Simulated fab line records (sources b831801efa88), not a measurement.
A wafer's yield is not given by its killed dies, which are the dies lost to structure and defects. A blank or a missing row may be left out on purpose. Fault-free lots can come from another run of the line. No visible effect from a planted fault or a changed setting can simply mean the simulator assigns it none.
Matching of chambers ; flow sky130 ; SKY_VIA1_ETCH_15 on rie-diel-04 has 4 sister chambers
The step etches SiO2 in C4F8/O2/Ar, stops on TiN, target depth 351 nm, time 54 s. 7 wafers are shown with their chamber, then 7 later ones without.

## WAFERS WITH THEIR CHAMBER
wafer;chamber;bias-w (W);oes-product-au (a.u.)
L077.2;2;1197;0.987
L079.3;0;1198;0.991
L080.3;1;1200;0.980
L080.4;3;1193;0.978
L080.5;2;1199;0.991
L082.1;3;1206;0.980
L082.3;1;1200;0.990

## WAFERS WITH NO CHAMBER GIVEN
wafer;bias-w (W);oes-product-au (a.u.)
L082.6;1205;0.981
L084.1;1197;0.980
L084.3;1199;0.978
L084.6;1196;0.978
L087.3;1206;0.982
L087.5;1196;0.986
L087.6;1201;0.989

## CHAMBER TAKEN BY EACH
wafer;from the rows above;in truth
L082.6;can't be placed: 3 or 1 or 2 or 0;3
L084.1;can't be placed: 3 or 1 or 2 or 0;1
L084.3;can't be placed: 3 or 1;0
L084.6;can't be placed: 3 or 1 or 2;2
L087.3;can't be placed: 1 or 3 or 2 or 0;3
L087.5;can't be placed: 2 or 1 or 0 or 3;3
L087.6;can't be placed: 2 or 0 or 1 or 3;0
Correctly placed: 0 of 7. From these rows, 7 cannot be placed; in 6 the true chamber is one of the candidates. 0 placed wrongly.
How it was worked out, from the rows above alone: a wafer's distance from a chamber is the root of the sum, over the readings, of the square of ((its reading less the chamber's mean) divided by the reading's scatter). If the next closest chamber is less than 2 further off than the closest, the wafer can't be placed; otherwise it belongs to the closest. A chamber's mean is the mean of its shown wafers. The scatter: the root of (the sum of the squares of (reading less its chamber's mean) over the shown wafers, divided by (wafers less chambers)).
